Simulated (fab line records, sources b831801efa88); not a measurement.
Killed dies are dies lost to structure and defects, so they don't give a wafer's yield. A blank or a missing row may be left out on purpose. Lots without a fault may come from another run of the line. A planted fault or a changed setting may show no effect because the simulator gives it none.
fab line records | flow gf180mcu
record lots=11 wafers=33 last_day=34
route steps=602 shown HV_LDD@226 NSD@244 PSD@258
lots that met no fault: from a run of the same line without faults
start_h: hours from the record's first day to the start of the lot's first wafer shown | wait_h: hours since the lot's step before | " the same as in the row above | L1.1+2: a row that stands for several wafers | - no value, or no start given | * or withheld: withheld | < > ~ a bound
route shown NAME@n: a module of which the file shows steps, and the number in the route of the first | usual: mean/standard deviation of fault-free wafers | same: alike in all rows | chamber/n: place in a boat | sites: the reading at each site | _std_site: their standard deviation | _edge_site: outer sites' mean less inner sites' | radius_mm: how far each site lies from the wafer's centre | mask NAME#n: copy n | behind: the tool/chamber that last shaped the wafer | hold: why the lot was held/for how many hours/how that ended | device: the transistor (n, p or np) that didn't switch | end of line: the same wafers' tests at the end of the route | a step without rows: its recipe alone | killed: dies lost to structure and defects at the first sort, not the wafer's yield | map: a wafer's dies, x killed, . not, _ none there
set.NAME: the setting as run; set.NAME@STEP: as run at that earlier step | model.NAME: the simulator's own value behind a step, which no gauge read
steps of the route over a sample of lots; a table a step, a row a wafer
services: from which hour (start_h, from the record's first day; less than 0 if before it) a tool's chamber was out of use, for how many hours, and why
## steps
# step GF_HV_LDD_TW_MEAS_50
# usual HV_LDD_4_TW=568/4.3
# columns lot.wafer tool chamber start_h wait_h HV_LDD_4_TW
L483.2 film_metro-04 - 283.27 0.1 572
L483.4 " - " " 569
L483.5 " - " " 571
L485.1 film_metro-04 - 296.49 0.1 577
L485.2 " - " " 578
L485.6 " - " " 575
L486.1 film_metro-02 - 316.77 0.1 569
L486.2 " - " " 567
L486.3 " - " " 565
L490.1 film_metro-03 - 335.66 0.1 567
L490.3 " - " " 569
L490.5 " - " " 570
L491.1 film_metro-02 - 352.79 0.1 564
L491.3 " - " " 564
L491.5 " - " " 566
L494.1 film_metro-03 - 369.94 0.1 571
L494.5 " - " " 571
L494.6 " - " " 568
L498.2 film_metro-04 - 405.12 0.1 572
L498.5 " - " " 569
L498.6 " - " " 572
L499.2 film_metro-03 - 413.60 0.1 568
L499.4 " - " " 566
L499.6 " - " " 570
L503.2 film_metro-02 - 443.82 0.1 560
L503.3 " - " " 563
L503.4 " - " " 564
L504.2 film_metro-04 - 455.23 0.1 577
L504.4 " - " " 573
L504.6 " - " " 574
L505.2 film_metro-03 - 459.05 0.1 567
L505.5 " - " " 569
L505.6 " - " " 568
# step GF_HV_LDD_ETCHBACK_58
# recipe chemistry=CH3F/O2 target=Si3N4 stop_on=SiO2 source_w=400 bias_w=80 pressure_mtorr=25 ch3f_flow_sccm=40 O2_flow_sccm=30 time_s=100 target_depth_a=900
# usual drypump_motor_current_A=5.74/0.3 oes_product_au=0.840/0.0062 throttle_valve_pct=10.560/0.0091
# columns lot.wafer tool chamber start_h wait_h drypump_motor_current_A oes_product_au rf_hours_counter_h throttle_valve_pct
L483.2 rie_diel-03 0 286.13 0.0 5.97 0.834 121 10.558
L483.4 " 1 " " 5.77 0.832 - 10.551
L483.5 " 0 " " 5.92 0.832 - 10.568
L485.1 rie_diel-02 2 300.60 0.1 5.41 0.839 7 10.553
L485.2 " 3 " " 5.42 0.841 57 10.557
L485.6 " 2 " " 5.42 0.839 - 10.563
L486.1 rie_diel-01 3 319.64 0.1 5.50 0.843 54 10.563
L486.2 " 2 " " 5.64 0.837 60 10.555
L486.3 " 1 " " 5.93 0.845 10 10.564
L490.1 rie_diel-01 0 338.53 0.1 6.46 0.848 100 10.557
L490.3 " 1 " " 5.90 0.830 10 10.549
L490.5 " 2 " " 5.65 0.840 - 10.569
L491.1 rie_diel-03 3 355.66 0.1 6.04 0.832 70 10.550
L491.3 " 2 " " 5.49 0.826 111 10.570
L491.5 " 1 " " 5.76 0.834 - 10.569
L494.1 rie_diel-01 0 372.81 0.1 6.47 0.831 100 10.574
L494.5 " 1 " " 5.93 0.835 - 10.543
L494.6 " 2 " " 5.65 0.838 - 10.571
L498.2 rie_diel-01 0 407.98 0.0 6.46 0.840 101 10.547
L498.5 " 1 " " 5.90 0.840 - 10.560
L498.6 " 0 " " 6.45 0.840 - 10.573
L499.2 rie_diel-01 2 416.47 0.0 5.65 0.841 62 10.543
L499.4 " 3 " " 5.53 0.844 57 10.567
L499.6 " 1 " " 5.92 0.840 - 10.564
L503.2 rie_diel-02 0 446.68 0.0 5.54 0.830 8 10.549
L503.3 " 2 " " 5.40 0.837 11 10.547
L503.4 " 3 " " 5.41 0.839 61 10.576
L504.2 rie_diel-03 0 458.08 0.0 5.98 0.842 2 10.551
L504.4 " 3 " " 6.01 0.843 - 10.561
L504.6 " 2 " " 5.52 0.834 - 10.552
L505.2 rie_diel-02 2 461.91 0.0 5.38 0.834 11 10.552
L505.5 " 3 " " 5.42 0.843 - 10.556
L505.6 " 2 " " 5.42 0.844 - 10.559
# step GF_NSD_IMPLANT_09
# recipe species=As energy_kev=60 dose_cm2=4e+15 tilt_deg=7
# usual beam_energy_keV=60.004/0.018 dose_ions_cm2=3.999e+15/4.2e+12
# columns lot.wafer tool chamber start_h wait_h beam_energy_keV dose_ions_cm2
L483.2 implanter-01 0 307.04 0.0 60.004 3.997e+15
L483.4 " 0 " " 60.015 3.998e+15
L483.5 " 0 " " 60.007 4e+15
L485.1 implanter-01 0 321.37 0.0 59.991 3.994e+15
L485.2 " 0 " " 59.998 3.992e+15
L485.6 " 0 " " 59.965 3.998e+15
L486.1 implanter-01 0 341.02 0.0 60.016 3.998e+15
L486.2 " 0 " " 60.000 3.996e+15
L486.3 " 0 " " 60.017 3.998e+15
L490.1 implanter-02 0 359.62 0.0 60.025 3.992e+15
L490.3 " 0 " " 59.988 3.993e+15
L490.5 " 0 " " 59.997 4e+15
L491.1 implanter-01 0 377.42 0.0 63.348 4.01e+15
L491.3 " 0 " " 63.352 4e+15
L491.5 " 0 " " 63.350 3.999e+15
L494.1 implanter-01 0 395.82 0.0 63.303 4.005e+15
L494.5 " 0 " " 63.359 3.999e+15
L494.6 " 0 " " 63.358 4.001e+15
L498.2 implanter-04 0 431.44 0.0 60.019 4e+15
L498.5 " 0 " " 60.009 4.003e+15
L498.6 " 0 " " 60.008 4.006e+15
L499.2 implanter-04 0 440.44 0.0 60.013 4.002e+15
L499.4 " 0 " " 60.016 4.001e+15
L499.6 " 0 " " 59.991 3.999e+15
L503.2 implanter-01 0 471.29 0.0 60.018 3.996e+15
L503.3 " 0 " " 59.996 3.999e+15
L503.4 " 0 " " 59.981 4e+15
L504.2 implanter-04 0 482.34 0.0 60.033 4e+15
L504.4 " 0 " " 60.028 3.998e+15
L504.6 " 0 " " 60.015 4.003e+15
L505.2 implanter-04 0 486.53 0.0 60.031 3.998e+15
L505.5 " 0 " " 60.025 3.998e+15
L505.6 " 0 " " 60.030 3.997e+15
# step GF_NSD_STRIP_11
# recipe chemistry=O2/N2 power_w=1400 pressure_mtorr=1500 platen_temp_c=250 o2_flow_sccm=3000 n2_flow_sccm=300 overash_fraction=0.5
# usual drypump_motor_current_A=5.8/0.37 heater_power_w=327/25 oes_product_au=0.488/0.0046 strip_time_to_endpoint_s=22.97/0.038
# columns lot.wafer tool chamber start_h wait_h drypump_motor_current_A heater_power_w oes_product_au rf_hours_counter_h strip_time_to_endpoint_s
L483.2 plasma_asher-02 0 307.31 0.1 6.3 305 0.490 66 23.00
L483.4 " 1 " " 6.2 287 0.493 - 23.01
L483.5 " 0 " " 6.2 307 0.487 - 23.01
L485.1 plasma_asher-04 0 321.67 0.1 5.2 328 0.495 65 22.96
L485.2 " 1 " " 5.8 360 0.496 65 22.96
L485.6 " 0 " " 5.2 329 0.481 - 22.98
L486.1 plasma_asher-03 0 341.32 0.1 5.9 331 0.486 24 23.00
L486.2 " 1 " " 5.6 358 0.485 24 23.01
L486.3 " 0 " " 5.9 327 0.482 - 22.96
L490.1 plasma_asher-04 1 359.92 0.1 5.7 355 0.482 68 23.01
L490.3 " 1 " " 5.8 367 0.495 - 22.96
L490.5 " 1 " " 5.8 362 0.481 - 22.97
L491.1 plasma_asher-04 0 377.72 0.1 5.2 332 0.482 70 23.44
L491.3 " 0 " " 5.2 326 0.485 - 23.46
L491.5 " 1 " " 5.7 365 0.484 - 23.42
L494.1 plasma_asher-04 0 396.12 0.1 5.2 318 0.485 73 23.37
L494.5 " 0 " " 5.2 324 0.480 - 23.37
L494.6 " 1 " " 5.7 354 0.477 - 23.38
L498.2 plasma_asher-03 1 431.72 0.1 5.6 357 0.483 31 22.94
L498.5 " 0 " " 5.9 328 0.479 - 22.93
L498.6 " 1 " " 5.6 352 0.483 - 22.99
L499.2 plasma_asher-03 0 440.72 0.1 5.9 333 0.486 32 22.95
L499.4 " 1 " " 5.6 355 0.493 - 22.96
L499.6 " 1 " " 5.6 353 0.490 - 22.93
L503.2 plasma_asher-03 0 471.57 0.1 5.9 333 0.484 35 22.99
L503.3 " 1 " " 5.6 358 0.486 - 22.98
L503.4 " 0 " " 5.9 328 0.493 - 22.98
L504.2 plasma_asher-02 1 482.62 0.1 6.2 295 0.489 5 22.92
L504.4 " 1 " " 6.2 294 0.486 - 22.96
L504.6 " 0 " " 6.3 309 0.488 - 22.95
L505.2 plasma_asher-04 1 486.81 0.1 5.8 367 0.491 83 22.88
L505.5 " 0 " " 5.2 323 0.501 - 22.91
L505.6 " 1 " " 5.8 350 0.493 - 22.88
# step GF_PSD_STRIP_10
# recipe chemistry=O2/N2 power_w=1400 pressure_mtorr=1500 platen_temp_c=250 o2_flow_sccm=3000 n2_flow_sccm=300 overash_fraction=0.5
# usual drypump_motor_current_A=5.7/0.48 heater_power_w=329/22 oes_product_au=0.592/0.0044 strip_time_to_endpoint_s=16.54/0.039
# columns lot.wafer tool chamber start_h wait_h drypump_motor_current_A heater_power_w oes_product_au rf_hours_counter_h strip_time_to_endpoint_s
L483.2 plasma_asher-01 1 327.99 0.1 5.7 357 0.591 55 16.51
L483.4 " 0 " " 5.0 327 0.588 - 16.55
L483.5 " 1 " " 5.7 359 0.598 - 16.55
L485.1 plasma_asher-03 1 343.14 0.1 5.6 349 0.589 24 16.58
L485.2 " 0 " " 5.9 327 0.596 24 16.51
L485.6 " 0 " " 5.9 335 0.590 - 16.58
L486.1 plasma_asher-01 0 363.01 0.1 5.0 332 0.595 59 16.56
L486.2 " 1 " " 5.7 353 0.587 59 16.55
L486.3 " 1 " " 5.7 345 0.580 - 16.57
L490.1 plasma_asher-02 0 382.52 0.1 6.2 302 0.600 74 16.57
L490.3 " 1 " " 6.2 284 0.591 - 16.57
L490.5 " 1 " " 6.3 286 0.597 - 16.54
L491.1 plasma_asher-02 1 400.49 0.1 6.2 291 0.590 76 16.51
L491.3 " 1 " " 6.2 280 0.596 - 16.54
L491.5 " 0 " " 6.3 306 0.594 - 16.52
L494.1 plasma_asher-03 1 419.46 0.1 5.6 355 0.591 29 16.52
L494.5 " 0 " " 5.9 327 0.590 - 16.54
L494.6 " 1 " " 5.6 347 0.597 - 16.53
L498.2 plasma_asher-03 1 455.82 0.1 5.6 356 0.600 33 16.55
L498.5 " 1 " " 5.6 341 0.589 - 16.51
L498.6 " 0 " " 5.9 325 0.591 - 16.55
L499.2 plasma_asher-01 0 466.04 0.1 5.0 318 0.589 69 16.45
L499.4 " 1 " " 5.7 355 0.592 - 16.46
L499.6 " 1 " " 5.7 347 0.592 - 16.47
L503.2 plasma_asher-01 1 495.77 0.1 5.7 356 0.590 73 16.61
L503.3 " 1 " " 5.7 351 0.594 - 16.56
L503.4 " 0 " " 5.0 331 0.591 - 16.58
L504.2 plasma_asher-02 0 506.66 0.1 6.3 304 0.599 9 16.52
L504.4 " 1 " " 6.2 290 0.587 - 16.49
L504.6 " 0 " " 6.3 313 0.594 - 16.49
L505.2 plasma_asher-01 0 510.41 0.1 5.0 330 0.595 75 16.56
L505.5 " 0 " " 5.0 322 0.593 - 16.55
L505.6 " 1 " " 5.7 350 0.592 - 16.63
# step GF_PSD_RS_MEAS_14
# recipe thk_meas_gauge=four-point-probe
# usual NSD_RS=46.12/0.1
# columns lot.wafer tool chamber start_h wait_h hold NSD_RS[ohm/sq]
L483.2 film_metro-03 - 328.32 0.1 - 45.88
L483.4 " - " " - 46.05
L483.5 " - " " - 46.02
L485.1 film_metro-03 - 343.44 0.1 - 46.10
L485.2 " - " " - 46.22
L485.6 " - " " - 46.28
L486.1 film_metro-01 - 363.31 0.1 - 46.14
L486.2 " - " " - 46.21
L486.3 " - " " - 46.22
L490.1 film_metro-03 - 382.96 0.1 - 46.16
L490.3 " - " " - 46.26
L490.5 " - " " - 46.07
L491.1 film_metro-03 - 400.78 0.1 await_dispo/0.2h/release 45.08
L491.3 " - " " await_dispo/0.2h/release 45.10
L491.5 " - " " await_dispo/0.2h/release 45.21
L491.1 film_metro-03 - 401.10 0.3 - 45.05
L491.3 " - " " - 45.16
L491.5 " - " " - 45.07
L494.1 film_metro-02 - 419.76 0.1 await_dispo/0.2h/release 45.24
L494.5 " - " " await_dispo/0.2h/release 45.19
L494.6 " - " " await_dispo/0.2h/release 45.25
L494.1 film_metro-02 - 420.04 0.3 - 45.33
L494.5 " - " " - 45.17
L494.6 " - " " - 45.30
L498.2 film_metro-01 - 456.13 0.1 - 46.10
L498.5 " - " " - 46.10
L498.6 " - " " - 46.05
L499.2 film_metro-03 - 466.36 0.1 - 45.89
L499.4 " - " " - 46.01
L499.6 " - " " - 45.96
L503.2 film_metro-03 - 496.08 0.1 - 46.04
L503.3 " - " " - 46.05
L503.4 " - " " - 46.03
L504.2 film_metro-01 - 506.98 0.1 - 46.16
L504.4 " - " " - 46.35
L504.6 " - " " - 46.44
L505.2 film_metro-02 - 510.72 0.1 - 46.27
L505.5 " - " " - 46.22
L505.6 " - " " - 46.24
## services
# columns tool chamber start_h hours kind
rie_diel-03 2 263.99 7.4 repair
rie_diel-01 3 271.82 1.8 repair
rie_diel-03 1 276.84 4.6 repair
rie_diel-03 3 283.85 3.3 repair
rie_diel-01 0 291.64 15.7 repair
rie_diel-02 2 330.13 4.4 repair
rie_diel-01 2 342.23 14.7 repair
plasma_asher-04 - 354.98 4.9 repair
plasma_asher-03 - 372.67 2.8 pm
plasma_asher-03 - 378.16 23.1 repair
plasma_asher-01 - 382.27 0.7 repair
plasma_asher-03 - 392.94 1.7 repair
implanter-01 - 394.70 0.8 repair
implanter-04 - 403.28 17.2 pm
plasma_asher-02 - 421.25 9.0 pm
plasma_asher-01 - 421.63 2.0 repair
rie_diel-01 3 423.86 2.5 repair
plasma_asher-01 - 424.77 0.7 repair
implanter-01 - 442.47 3.3 repair
implanter-04 - 443.70 1.6 repair
implanter-04 - 468.73 5.0 repair
plasma_asher-03 - 476.03 0.3 repair
plasma_asher-03 - 484.29 28.1 pm
implanter-01 - 497.31 5.2 repair
## key
first_sign step=GF_NSD_IMPLANT_09 reading=beam_energy_keV direction=up sigmas=99+ usual=60.004 struck=63.345
effect step=GF_NSD_STRIP_11 reading=strip_time_to_endpoint_s direction=up sigmas=11 usual=* struck=*
effect step=GF_PSD_RS_MEAS_14 reading=visit direction=added
effect step=GF_PSD_RS_MEAS_14 reading=NSD_RS direction=down sigmas=9.2 usual=46.12 struck=45.18
met_at GF_NSD_IMPLANT_09
struck_lots L491,L494
tester_left_out L491,L494
not_acting_at GF_HV_LDD_TW_MEAS_50,GF_HV_LDD_ETCHBACK_58,GF_PSD_STRIP_10
onset_between 341.02 377.42
fault kind=process_parameter_drift tool=implanter-01 chamber=- onset_h=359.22 steps=GF_NSD_IMPLANT_09 channel=energy_kev offset=3.3226 shape=step end_h=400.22 acts_in=these_recipes_only stated=60
# tester_left_out: of these lots the tester's yield and bins aren't shown, on N5 and GAA mostly nor the transistor test; their killed dies are dies lost to structure and defects alone, not to doping, threshold or leakage, so they don't give the yield
